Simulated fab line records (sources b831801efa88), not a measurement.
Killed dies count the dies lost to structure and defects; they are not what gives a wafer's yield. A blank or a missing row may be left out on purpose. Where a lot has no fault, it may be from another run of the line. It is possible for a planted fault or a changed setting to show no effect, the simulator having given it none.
Split-lot trial | flow sky130 | 23 wafers read from 5 lots, route of 708 steps

== THE SPLIT ITSELF ==
At SKY_LDD_P_IMPLANT_09, the setting energy kev was moved away from the recipe's 25 on 9 of the 23 wafers read, by -2.5% to +3.7%. This setting was run at the recipe's value on the other wafers.

Reading taken at the split's own step.

== THE READING ==
implant.drp nm (the simulator's own value, which no gauge read), in nm, at SKY_LDD_P_IMPLANT_09. No usual value for it is given in the file.

wafer  | tool, chamber at the split | energy kev as run | against the recipe | implant.drp nm, nm | against lot-mates on the recipe
L074.1 | implanter-01, 0            | 25                | recipe             | 11.41              | -
L074.2 | implanter-01, 0            | 25                | recipe             | 11.41              | -
L074.6 | implanter-01, 0            | 25                | recipe             | 11.41              | -
L074.3 | implanter-01, 0            | 24.37             | -2.5%              | 11.21              | -0.20
L074.5 | implanter-01, 0            | 24.37             | -2.5%              | 11.21              | -0.20
L075.1 | implanter-02, 0            | 25                | recipe             | 11.41              | -
L075.3 | implanter-02, 0            | 25                | recipe             | 11.41              | -
L075.4 | implanter-02, 0            | 25                | recipe             | 11.41              | -
L075.5 | implanter-02, 0            | 25.54             | +2.2%              | 11.58              | +0.17
L075.6 | implanter-02, 0            | 25.54             | +2.2%              | 11.58              | +0.17
L076.1 | implanter-02, 0            | 25                | recipe             | 11.41              | -
L076.2 | implanter-02, 0            | 25                | recipe             | 11.41              | -
L076.5 | implanter-02, 0            | 25                | recipe             | 11.41              | -
L083.1 | implanter-01, 0            | 25                | recipe             | 11.41              | -
L083.2 | implanter-01, 0            | 25                | recipe             | 11.41              | -
L083.3 | implanter-01, 0            | 25.92             | +3.7%              | 11.7               | +0.29
L083.4 | implanter-01, 0            | 25.92             | +3.7%              | 11.7               | +0.29
L083.5 | implanter-01, 0            | 25.92             | +3.7%              | 11.7               | +0.29
L085.1 | implanter-02, 0            | 24.57             | -1.7%              | 11.27              | -0.14
L085.4 | implanter-02, 0            | 24.57             | -1.7%              | 11.27              | -0.14
L085.2 | implanter-02, 0            | 25                | recipe             | 11.41              | -
L085.3 | implanter-02, 0            | 25                | recipe             | 11.41              | -
L085.6 | implanter-02, 0            | 25                | recipe             | 11.41              | -

FIT RESULTS
A straight line over all 23 wafers: implant.drp nm changes by +0.0792 nm for each +1% of energy kev; r = +1.00; the points scatter about the line by 0.0012 nm.
The same after taking each lot's own level away (the mean of its wafers on the recipe; 23 wafers): +0.0792 nm for each +1%; r = +1.00; scatter 0.0012 nm.
Per that fit: largest energy kev move, reading shift of 0.29 nm.
The lots' own levels span 11.410 to 11.410 nm.
Consequently the slope shifts little with the lot-to-lot level, the two slopes agreeing.
Check: +0.291 nm against its lot-mates is what the line predicts for one of the wafers moved furthest among these (+3.7%) when that wafer is left out of the fit. Against them it came out at +0.29 nm.

== THESE WAFERS: OTHER SPLITS ==
Other splits were also applied to these wafers ahead of the reading. Each is held against what the fit with the lots' levels taken away leaves over:
other split on the same wafers       | wafers away from the commonest value | r with implant.drp nm (lot level and that fit taken away)
SKY_POLY_GATE_ETCH_15 pressure mtorr | 15                                   | +0.33
SKY_POLY_GATE_OXIDATION_20 temp c    | 18                                   | +0.20
SKY_LDD_N_IMPLANT_10 energy kev      | 8                                    | -0.05
SKY_LDD_P_DEVELOP_06 develop time s  | 7                                    | +0.15

== THE WHOLE CHAIN: every reading that the file lists as answering this split, in the file's order ==
step                 | what it does | reading                                                         | change (the file's fit)                | r (the file's)
SKY_LDD_P_IMPLANT_09 |              | implant.rp nm (the simulator's own value, which no gauge read)  | +0.166 nm for each +1% of the setting  | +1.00
SKY_LDD_P_IMPLANT_09 |              | implant.drp nm (the simulator's own value, which no gauge read) | +0.0803 nm for each +1% of the setting | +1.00

== THE FILE'S OWN FIT ==
implant.drp nm changes by +0.0803 nm for each +1% of energy kev, r = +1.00.
